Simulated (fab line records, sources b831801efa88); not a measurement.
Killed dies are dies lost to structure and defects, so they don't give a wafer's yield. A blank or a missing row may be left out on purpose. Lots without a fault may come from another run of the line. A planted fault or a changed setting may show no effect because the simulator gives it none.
Which tool did it? | flow gf180mcu | 14 lots, 42 wafers sampled, at 5 steps of a route of 602

WHAT THE GAUGES READ, wafer by wafer
GF_PSD_RS_MEAS_14: measures by four-point-probe. Usual: NSD_RS 46.16 ohm/sq, standard deviation 0.098.
lot  | measured     | on            | NSD_RS (ohm/sq)   | flag
L480 | day 14 09:34 | film_metro-02 | 46.07 46.11 46.08 |
L481 | day 14 18:37 | film_metro-01 | 46.09 46.24 46.30 |
L483 | day 15 11:43 | film_metro-02 | 46.09 46.14 46.09 |
L484 | day 15 11:56 | film_metro-01 | 46.20 46.18 46.25 |
L485 | day 16 01:29 | film_metro-02 | 46.08 46.03 46.16 |
L488 | day 17 03:08 | film_metro-01 | 46.08 46.44 46.48 |
L492 | day 18 14:36 | film_metro-02 | 46.20 46.32 46.58 |
L496 | day 19 17:05 | film_metro-01 | 46.26 46.29 46.32 |
L497 | day 20 04:41 | film_metro-01 | 46.34 46.33 46.37 |
L499 | day 21 01:49 | film_metro-03 | 46.09 46.29 46.22 |
L500 | day 21 02:05 | film_metro-03 | 46.00 46.03 46.12 |
L501 | day 21 11:44 | film_metro-03 | 46.14 46.11 46.13 |
L502 | day 21 20:28 | film_metro-03 | 46.18 46.11 46.10 |
L503 | day 22 06:19 | film_metro-02 | 46.17 46.12 46.18 |

GF_SAB_OVL_MEAS_10. Usual: SAB_OVL 0.9 nm, standard deviation 1.1.
lot  | measured     | on         | SAB_OVL (nm)   | flag
L480 | day 15 06:42 | overlay-01 | 0.0 2.1 1.0    |
L481 | day 15 15:31 | overlay-01 | 0.5 -1.3 1.8   |
L483 | day 16 09:32 | overlay-01 | 1.8 1.4 1.6    |
L484 | day 16 09:58 | overlay-01 | 3.4 2.3 2.1    |
L485 | day 17 00:26 | overlay-02 | 0.7 1.1 0.7    |
L488 | day 18 02:34 | overlay-01 | 1.3 1.7 0.8    |
L492 | day 19 15:32 | overlay-02 | -0.4 0.1 1.3   |
L496 | day 20 17:19 | overlay-02 | 1.9 1.8 2.0    |
L497 | day 21 04:31 | overlay-02 | -0.7 0.5 -0.1  |
L499 | day 22 01:31 | overlay-01 | -0.4 1.2 -0.6  |
L500 | day 22 02:12 | overlay-01 | 2.0 1.7 2.2    |
L501 | day 22 11:25 | overlay-01 | -0.6 -0.9 -0.7 |
L502 | day 22 19:55 | overlay-02 | 1.4 2.7 0.9    |
L503 | day 23 05:05 | overlay-01 | 1.2 1.2 0.7    |

GF_CONTACT_THK_MEAS_01. Usual: CONTACT_CVD_00_THK 297.5 nm, standard deviation 2.8.
lot  | measured     | on            | CONTACT_CVD_00_THK (nm) | flag
L480 | day 15 07:56 | film_metro-02 | 299.2 298.8 297.0       |
L481 | day 15 16:28 | film_metro-04 | 295.1 298.8 295.0       |
L483 | day 16 10:30 | film_metro-04 | 293.5 302.0 296.1       |
L484 | day 16 10:55 | film_metro-04 | 298.5 296.2 297.8       |
L485 | day 17 01:24 | film_metro-03 | 299.4 299.1 303.3       |
L488 | day 18 03:43 | film_metro-02 | 294.7 301.6 298.6       |
L492 | day 19 16:29 | film_metro-02 | 296.3 298.9 296.2       |
L496 | day 20 18:16 | film_metro-04 | 297.7 296.2 297.9       |
L497 | day 21 05:29 | film_metro-02 | 293.1 299.1 297.4       |
L499 | day 22 02:29 | film_metro-03 | 295.9 295.9 295.7       |
L500 | day 22 03:09 | film_metro-03 | 297.9 298.3 303.7       |
L501 | day 22 12:21 | film_metro-03 | 297.6 299.1 304.1       |
L502 | day 22 20:51 | film_metro-02 | 293.7 291.9 297.8       |
L503 | day 23 06:03 | film_metro-02 | 299.9 297.9 300.1       |

WHICH TOOL RAN EACH LOT (tool, then ch and the chambers of the sampled wafers, then the start)
lot  | GF_NSD_IMPLANT_10               | GF_SALICIDE_RTA_06
L480 | implanter-03 ch 0, day 13 11:53 | rtp_anneal-02 ch 0, day 15 07:25
L481 | implanter-03 ch 0, day 13 20:57 | rtp_anneal-02 ch 0, day 15 16:08
L483 | implanter-03 ch 0, day 14 14:00 | rtp_anneal-01 ch 0, day 16 10:08
L484 | implanter-04 ch 0, day 14 14:49 | rtp_anneal-01 ch 0, day 16 10:35
L485 | implanter-03 ch 0, day 15 03:19 | rtp_anneal-01 ch 0, day 17 01:04
L488 | implanter-04 ch 0, day 16 03:34 | rtp_anneal-02 ch 0, day 18 03:13
L492 | implanter-04 ch 0, day 17 14:31 | rtp_anneal-02 ch 0, day 19 16:08
L496 | implanter-03 ch 0, day 18 16:06 | rtp_anneal-01 ch 0, day 20 17:55
L497 | implanter-02 ch 0, day 19 03:33 | rtp_anneal-02 ch 0, day 21 05:08
L499 | implanter-02 ch 0, day 20 01:00 | rtp_anneal-01 ch 0, day 22 02:10
L500 | implanter-03 ch 0, day 20 01:07 | rtp_anneal-01 ch 0, day 22 02:49
L501 | implanter-04 ch 0, day 20 11:06 | rtp_anneal-02 ch 0, day 22 12:01
L502 | implanter-02 ch 0, day 20 20:44 | rtp_anneal-02 ch 0, day 22 20:31
L503 | implanter-03 ch 0, day 21 06:14 | rtp_anneal-02 ch 0, day 23 05:43
- GF_NSD_IMPLANT_10
- GF_SALICIDE_RTA_06: time 30 s.

WHAT THE TOOLS THEMSELVES READ (means of the sampled wafers that have a number; where no wafer has one, the mark that the record gives instead)
GF_NSD_IMPLANT_10. Usual: faraday_current_uA 2782, standard deviation 56.
lot  | tool         | faraday_current_uA | flag
L480 | implanter-03 | 2787               |
L481 | implanter-03 | 2775               |
L483 | implanter-03 | 2861               |
L484 | implanter-04 | 2757               |
L485 | implanter-03 | 2762               |
L488 | implanter-04 | 2807               |
L492 | implanter-04 | 2783               |
L496 | implanter-03 | 2776               |
L497 | implanter-02 | 2779               |
L499 | implanter-02 | 2795               |
L500 | implanter-03 | 2766               |
L501 | implanter-04 | 2787               |
L502 | implanter-02 | 2747               |
L503 | implanter-03 | 2778               |

GF_SALICIDE_RTA_06. Usual: lamp_power_pct 7.4 %, standard deviation 0.6; wafer_temp_C_max 532.6, standard deviation 0.61.
lot  | tool          | lamp_power_pct (%) | wafer_temp_C_max | flag
L480 | rtp_anneal-02 | 6.9                | 532.9            |
L481 | rtp_anneal-02 | 6.9                | 533.0            |
L483 | rtp_anneal-01 | 8.1                | 532.1            |
L484 | rtp_anneal-01 | 8.1                | 531.9            |
L485 | rtp_anneal-01 | 8.1                | 532.0            |
L488 | rtp_anneal-02 | 6.9                | 532.8            |
L492 | rtp_anneal-02 | 6.9                | 533.2            |
L496 | rtp_anneal-01 | 8.1                | 532.6            |
L497 | rtp_anneal-02 | 6.9                | 532.5            |
L499 | rtp_anneal-01 | 8.1                | 532.0            |
L500 | rtp_anneal-01 | 8.1                | 532.3            |
L501 | rtp_anneal-02 | 6.9                | 533.3            |
L502 | rtp_anneal-02 | 6.9                | 533.1            |
L503 | rtp_anneal-02 | 6.9                | 532.8            |

THE ANSWER, worked out from the rows above alone
Rule: a lot is off if the mean of its wafers that have a number lies more than 3 standard deviations from the usual mean. A lot without any number at a reading at which 4 lots or more have one is off too. The other lots that the step has rows for count as sound. The gauges are gone through in route order, then the tools' own readings, and for those a lot's mean is taken as printed above. The first step at which some lot is off is used, and at that step the reading that is off furthest; a lot without a number counts as furthest.
No lot is off at any reading shown: from this, nothing can be told.

WHAT THE SIMULATOR HAD PUT IN
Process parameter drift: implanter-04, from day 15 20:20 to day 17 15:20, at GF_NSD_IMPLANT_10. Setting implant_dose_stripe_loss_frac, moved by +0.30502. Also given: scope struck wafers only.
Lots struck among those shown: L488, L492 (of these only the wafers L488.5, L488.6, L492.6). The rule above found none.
